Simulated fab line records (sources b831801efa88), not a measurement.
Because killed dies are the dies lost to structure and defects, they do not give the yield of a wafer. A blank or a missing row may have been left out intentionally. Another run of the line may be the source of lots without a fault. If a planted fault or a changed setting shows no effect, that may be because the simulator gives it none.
Problem report, 8D (eight disciplines) form, completed by code ; flow sky130 ; the parts of the form that need people (team, actions taken, sign-off) are left out

1. THE PROBLEM
At SKY_METAL4_ETCH_16, rf fwd power W averages 575.8 W over 6 wafers from 2 lots, while fault-free wafers read 496.5 W, standard deviation 1.7. That is +47 standard deviations from the usual mean.
The step: etches BARC in N2/H2, stops on SiO2, time 88.2 s, target depth 60 nm.
Seen first at day 45 20:58 on rie metal-04, wafer L953.2. At this step, 33 wafers from 11 lots have a number in the record. Rule for "out", or "out of limits": more than 4 standard deviations from the usual mean. The other wafers with a number count as sound.

2. WHAT THIS IS AND IS NOT
question;is;is not
which readings at this step;rf fwd power W;bias w, drypump motor current A, oes product au, throttle valve pct
which lots;L953, L955;L938, L939, L940, L944, L946, L947, L948, L951, L952
which wafers of those lots;all that have a number;-
read on which tools;rie metal-04;rie metal-02, rie metal-03
when;from day 45 20:58;up to then (27 sound wafers)

3. THE SUSPECTS, EACH WITH WHAT RULES IT OUT
Counting: a tool at any process step up to the reading remains a suspect when it ran all the lots that are out and ran no sound lot after the first of those.
- rie metal-04 at SKY_METAL4_ETCH_16 (etches BARC in N2/H2, stops on SiO2, time 88.2 s, target depth 60 nm): kept. It ran every lot that is out, first L953 (day 45 20:58), and no sound lot after that; its last sound lot up to then is L946 (day 44 10:49). Its own readings are out on those wafers: rf fwd power W.
Left after counting: rie metal-04 at SKY_METAL4_ETCH_16.

4. THE CAUSE (what the simulator had put in)
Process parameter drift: rie metal-04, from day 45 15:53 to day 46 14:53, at SKY_METAL4_ETCH_16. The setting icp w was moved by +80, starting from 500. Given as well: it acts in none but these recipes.
Counting left only this tool.

5. SEQUENCE OF EFFECTS, ordered by route
Each row: a reading where the mean over the struck wafers with a number is more than 3 standard deviations away from the usual. Readings are gone through only where the record gives a usual standard deviation; hours: the median, over the lots, of the time from a lot's start at the first step in this table giving one to that lot's start at this step; sigmas: the change measured in usual standard deviations.
hours;step;reading;usual;on struck wafers;change;sigmas
0;SKY_METAL4_ETCH_16;rf fwd power W;496.5 W;575.8;+79.3;+47
Process steps it contains:
- SKY_METAL4_ETCH_16: etches BARC in N2/H2, stops on SiO2, time 88.2 s, target depth 60 nm.

6. WHAT WOULD HAVE CAUGHT IT SOONER
In this record no reading fell out of limits until day 45 20:58, 5 hours after the fault had begun at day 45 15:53.
